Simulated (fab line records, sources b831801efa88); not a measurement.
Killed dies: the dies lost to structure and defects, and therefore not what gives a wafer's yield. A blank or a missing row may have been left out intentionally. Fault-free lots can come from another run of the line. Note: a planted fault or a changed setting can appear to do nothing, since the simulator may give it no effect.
What tool caused it?    flow sky130    42 wafers from 14 lots sampled at 3 of the route's 708 steps

== WHAT THE GAUGES READ, wafer by wafer ==
The record holds no reading of a measuring or inspecting step that can be judged against a usual standard deviation.

== EACH LOT AND THE TOOL THAT RAN IT (in order: tool; ch and the chambers of the sampled wafers; start) ==
lot   SKY_METAL3_SPUTTER_02         SKY_METAL3_METAL_ETCH_18           SKY_PAD_OPEN_PROBE_99
L923  pvd-sputter-02, day 36 05:44  rie-metal-01 ch 0,1, day 38 10:49  -
L924  pvd-sputter-03, day 36 16:19  rie-metal-01 ch 0,1, day 38 19:57  -
L925  pvd-sputter-02, day 37 05:50  rie-metal-01 ch 0,1, day 39 08:57  -
L926  pvd-sputter-03, day 37 12:07  rie-metal-03 ch 0,1, day 39 15:44  -
L927  pvd-sputter-01, day 37 18:49  rie-metal-01 ch 0,1, day 39 21:19  -
L928  pvd-sputter-01, day 38 05:22  rie-metal-04 ch 0,1, day 40 07:47  -
L929  pvd-sputter-03, day 38 14:02  rie-metal-04 ch 0,1, day 40 16:56  prober-01, day 47 12:58
L930  pvd-sputter-02, day 38 20:01  rie-metal-03 ch 0,1, day 40 22:03  -
L931  pvd-sputter-02, day 39 00:13  rie-metal-01 ch 0,1, day 41 01:54  -
L937  pvd-sputter-03, day 41 00:58  rie-metal-03 ch 0,1, day 43 02:00  prober-02, day 49 11:40
L938  pvd-sputter-03, day 41 03:11  rie-metal-04 ch 0,1, day 43 02:41  prober-01, day 49 12:37
L942  pvd-sputter-01, day 42 10:20  rie-metal-04 ch 0,1, day 44 08:23  -
L944  pvd-sputter-02, day 43 01:49  rie-metal-01 ch 1, day 44 23:37    -
L945  pvd-sputter-01, day 43 05:01  rie-metal-04 ch 0, day 45 02:51    -
- SKY_METAL3_SPUTTER_02: material AlCu, target thk 735 nm, time 39.1 s.
- SKY_METAL3_METAL_ETCH_18: etches the open film in Cl2/BCl3, stops on SiO2, target depth 845 nm, time 183.1 s.
- SKY_PAD_OPEN_PROBE_99

== AS READ BY THE TOOLS THEMSELVES (means over the sampled wafers that have a number; for cases with no such wafer, the mark the record gives instead) ==
SKY_METAL3_SPUTTER_02. Usual: throttle-valve-pct at 30.1 %, with a standard deviation of 0.55.
lot   tool            throttle-valve-pct (%)  flag
L923  pvd-sputter-02  29.7                    
L924  pvd-sputter-03  30.6                    
L925  pvd-sputter-02  29.8                    
L926  pvd-sputter-03  30.5                    
L927  pvd-sputter-01  30.1                    
L928  pvd-sputter-01  29.5                    
L929  pvd-sputter-03  30.8                    
L930  pvd-sputter-02  29.9                    
L931  pvd-sputter-02  29.9                    
L937  pvd-sputter-03  30.9                    
L938  pvd-sputter-03  30.8                    
L942  pvd-sputter-01  29.6                    
L944  pvd-sputter-02  30.0                    
L945  pvd-sputter-01  29.9                    

SKY_METAL3_METAL_ETCH_18. Usual: drypump-motor-current-A 5.6 A, standard deviation 0.43; oes-product-au 0.868 a.u., standard deviation 0.0057; throttle-valve-pct 22.264 %, standard deviation 0.01.
lot   tool          drypump-motor-current-A (A)  oes-product-au (a.u.)  throttle-valve-pct (%)  flag
L923  rie-metal-01  5.6                          0.865                  22.254                  
L924  rie-metal-01  5.6                          0.869                  22.255                  
L925  rie-metal-01  5.6                          0.870                  22.266                  
L926  rie-metal-03  5.8                          0.867                  22.264                  
L927  rie-metal-01  5.6                          0.873                  22.266                  
L928  rie-metal-04  5.5                          0.871                  22.254                  
L929  rie-metal-04  5.5                          0.873                  22.268                  
L930  rie-metal-03  5.8                          0.865                  22.264                  
L931  rie-metal-01  5.5                          0.875                  22.257                  
L937  rie-metal-03  5.5                          0.956                  22.271                  OFF
L938  rie-metal-04  5.8                          0.952                  22.261                  OFF
L942  rie-metal-04  5.8                          0.862                  22.269                  
L944  rie-metal-01  5.5                          0.862                  22.265                  
L945  rie-metal-04  6.1                          0.868                  22.276                  

SKY_PAD_OPEN_PROBE_99. Usual: defect-limited-yield 82.2 %, standard deviation 1.9; killed_at_M0_to_M3 45, standard deviation 7.3; killed_at_M4_up 3.1, standard deviation 1.7; killed-at-contacts 25, standard deviation 5.1; killed-at-front-end 15, standard deviation 4.5; killed-at-other 0.3, standard deviation 0.56; killed-dies 88, standard deviation 9.4; killed-on-rim 17, standard deviation 4.3; killed-open 47, standard deviation 6.6; killed-short 40, standard deviation 6.9; sort_bin_3_pad_short 0.9 %, standard deviation 0.46; sort_bin_5_function 10.5 %, standard deviation 1.5; sort_bin_6_memory 6.4 %, standard deviation 1.1; sort-n-pass 404, standard deviation 9.4; sort-yield-pct 82.2 %, standard deviation 1.9.
lot   tool       defect-limited-yield (%)  killed_at_M0_to_M3  killed_at_M4_up  killed-at-contacts  killed-at-front-end  killed-at-other  killed-dies  killed-on-rim  killed-open  killed-short  sort_bin_3_pad_short (%)  sort_bin_5_function (%)  sort_bin_6_memory (%)  sort-n-pass  sort-yield-pct (%)  flag
L929  prober-01  83.2                      37                  4.0              29                  12                   0.3              83           17             45           37            0.7                       9.8                      6.2                    409          83.2                
L937  prober-02  28.3                      312                 2.7              24                  14                   0.0              353          68             41           44            1.0                       64.5                     6.2                    139          28.3                OFF
L938  prober-01  27.1                      314                 3.7              22                  19                   0.0              359          70             50           45            1.3                       64.7                     6.9                    133          27.1                OFF

== THE ANSWER, worked out from the rows above alone ==
Rule: take the mean of a lot's wafers that have a number; if it is more than 3 standard deviations from the usual mean, the lot is off. A lot without any number at a reading at which 4 lots or more have one is off too. Where the step has rows for the other lots, those lots are counted as sound. First the gauges in route order, then the tools' own readings, where a lot's mean is used as printed above. At the first step where some lot is off, the reading lying furthest off is the one used; lots without a number count as furthest.
Off: L937, L938 (SKY_METAL3_METAL_ETCH_18, oes-product-au).
If a tool, at that step or one of the process steps before it, ran each lot that is off and ran no sound lot following the first of them, it fits. One candidate fits, namely pvd-sputter-03 at SKY_METAL3_SPUTTER_02. Its last sound lot is L929 (day 38 14:02), its first lot that is off L937 (day 41 00:58): a fault that began between those two fits.

== WHAT HAD BEEN PUT IN BY THE SIMULATOR ==
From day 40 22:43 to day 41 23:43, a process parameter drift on pvd-sputter-03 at SKY_METAL3_SPUTTER_02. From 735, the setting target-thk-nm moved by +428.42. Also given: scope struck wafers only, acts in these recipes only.
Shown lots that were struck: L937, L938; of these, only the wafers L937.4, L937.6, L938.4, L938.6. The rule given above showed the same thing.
